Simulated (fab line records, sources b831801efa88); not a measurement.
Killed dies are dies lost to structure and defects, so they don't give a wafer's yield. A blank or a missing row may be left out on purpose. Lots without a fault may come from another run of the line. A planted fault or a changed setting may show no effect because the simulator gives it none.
Which tool did it? | flow sky130 | 12 lots, 36 wafers sampled, at 1 step of a route of 708

WHAT THE GAUGES READ, wafer by wafer
SKY_SONOS_ONO_THK_MEAS_05.
lot  | measured     | on            | SONOS_ONO_CVD_04_THK (nm)
L075 | day 11 22:04 | film_metro-03 | 5.53 5.63 5.68
L077 | day 12 14:08 | film_metro-03 | 5.59 5.70 5.64
L079 | day 13 05:50 | film_metro-01 | 5.73 5.77 5.72
L081 | day 13 21:48 | film_metro-01 | 5.62 5.60 5.72
L083 | day 14 16:18 | film_metro-01 | 5.97 5.82 5.94
L085 | day 15 09:10 | film_metro-04 | 5.85 5.93 5.90
L087 | day 16 02:37 | film_metro-04 | 5.86 5.74 5.81
L089 | day 16 14:00 | film_metro-03 | 5.75 5.74 5.65
L091 | day 17 04:20 | film_metro-04 | 5.68 5.73 5.73
L093 | day 17 23:01 | film_metro-04 | 5.53 5.70 5.66
L095 | day 18 15:49 | film_metro-01 | 5.66 5.78 5.61
L097 | day 19 04:08 | film_metro-01 | 5.76 5.82 5.69

WHICH TOOL RAN EACH LOT (tool, then ch and the chambers of the sampled wafers, then the start)
The record holds no process step before these readings.

THE ANSWER, worked out from the rows above alone
Rule: what is usual is taken from the lots themselves. Put in order of their means at a reading, lots are off if they are a third of the lots or fewer, leave a main group of 4 or more, and stand apart from it by a gap of 3 or more times the standard deviation of the main group's means; of several such gaps the widest counts. A main group whose means are all the same, to the digits that the tables above print for the reading, isn't used. A lot without any number at a reading at which 4 lots or more have one is off too. The other lots that the step has rows for count as sound.
No lot is off at any reading shown: from this, nothing can be told.

WHAT THE SIMULATOR HAD PUT IN
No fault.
